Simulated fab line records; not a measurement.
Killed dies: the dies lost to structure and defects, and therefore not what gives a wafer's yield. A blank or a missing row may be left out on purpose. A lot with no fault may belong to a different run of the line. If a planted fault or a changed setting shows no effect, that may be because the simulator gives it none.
Check for tools in common ; flow gf180mcu ; Sample size 14 lots and 42 wafers

REASON IT WAS OPENED
On 2 of the 14 lots, a flag is raised at GF_NSD_CD_MEAS_07 on the reading cdNm. Fault-free wafers read 400.2 nm, with a standard deviation of 1.8.
Rule: a lot gets a flag if all its wafers with a number sit over 4 standard deviations from that mean, or if no wafer of it has a number. The rest of the lots are taken to be sound.

lot;measured;on;cdNm (nm), wafer by wafer;flag
L115;day 13 06:14;cdSem-01;399.6 400.7 402.7;
L116;day 13 13:11;cdSem-01;399.7 402.4 398.8;
L117;day 13 23:28;cdSem-02;399.2 401.2 402.3;
L118;day 14 06:46;cdSem-02;399.8 402.2 401.7;
L120;day 14 19:37;cdSem-02;399.6 399.4 400.4;
L121;day 15 00:32;cdSem-02;398.8 398.5 397.2;
L122;day 15 08:40;cdSem-02;400.8 400.5 397.9;
L125;day 16 08:44;cdSem-02;404.0 400.5 399.3;
L127;day 17 11:17;cdSem-02;401.5 402.3 405.4;
L130;day 18 22:27;cdSem-01;412.3 410.5 412.5;FLAGGED
L132;day 20 05:44;cdSem-01;413.2 414.4 411.0;FLAGGED
L133;day 20 05:59;cdSem-02;399.1 398.7 400.3;
L135;day 21 05:54;cdSem-02;398.4 399.9 398.7;
L137;day 21 14:58;cdSem-02;399.9 401.8 401.4;
The mean of the flagged lots' numbers is 412.3 nm, +12.1 nm from the usual (+7 standard deviations).

WHICH TOOL EACH LOT WENT THROUGH
The record keeps 1 process step preceding the reading, out of 602 steps on the route. Every cell lists first the tool, next ch and the chambers used by the sampled wafers, and last the start.
lot;flag;GF_NSD_DEVELOP_06
L115;;lithoTrack-04 ch 0, day 13 06:05
L116;;lithoTrack-02 ch 0, day 13 13:02
L117;;lithoTrack-04 ch 0, day 13 23:19
L118;;lithoTrack-04 ch 0, day 14 06:37
L120;;lithoTrack-01 ch 0, day 14 19:28
L121;;lithoTrack-04 ch 0, day 15 00:23
L122;;lithoTrack-04 ch 0, day 15 08:31
L125;;lithoTrack-01 ch 0, day 16 08:37
L127;;lithoTrack-02 ch 0, day 17 11:08
L130;FLAGGED;lithoTrack-02 ch 0, day 18 22:18
L132;FLAGGED;lithoTrack-02 ch 0, day 20 05:35
L133;;lithoTrack-04 ch 0, day 20 05:50
L135;;lithoTrack-01 ch 0, day 21 05:46
L137;;lithoTrack-04 ch 0, day 21 14:49
What is done by these steps:
- GF_NSD_DEVELOP_06: develop time 60 s.
- GF_NSD_CD_MEAS_07: target cd 400 nm.

FLAGGED AGAINST TOTAL, ONE TOOL AT A TIME (gauges that did the reading follow at the end)
step;tool;lots run;flagged;share of the flagged lots;sound lots run after its first flagged lot
GF_NSD_DEVELOP_06;lithoTrack-01;3;0;none;-
GF_NSD_DEVELOP_06;lithoTrack-02;4;2;all;0
GF_NSD_DEVELOP_06;lithoTrack-04;7;0;none;-
GF_NSD_CD_MEAS_07;cdSem-01;4;2;all;0
GF_NSD_CD_MEAS_07;cdSem-02;10;0;none;-

THE TABLE: WHAT IT ALLOWS
Table rows that saw every flagged lot: 2, namely lithoTrack-02 at GF_NSD_DEVELOP_06 and cdSem-01 at GF_NSD_CD_MEAS_07.
- lithoTrack-02 at GF_NSD_DEVELOP_06 ran 4 lots, 2 of them flagged. A fault beginning between L127 (day 17 11:08), its last sound lot, and L130 (day 18 22:18), its first flagged one, fits the data.
- cdSem-01 at GF_NSD_CD_MEAS_07 ran 4 lots, 2 of them flagged. A fault beginning between L116 (day 13 13:11), its last sound lot, and L130 (day 18 22:27), its first flagged one, fits the data.
Counting lots can't tell these 2 tools apart, because each fits a fault that began at some hour. More lots, or a look at what each step does to the wafer, might.

WHAT HAD BEEN PUT IN BY THE SIMULATOR
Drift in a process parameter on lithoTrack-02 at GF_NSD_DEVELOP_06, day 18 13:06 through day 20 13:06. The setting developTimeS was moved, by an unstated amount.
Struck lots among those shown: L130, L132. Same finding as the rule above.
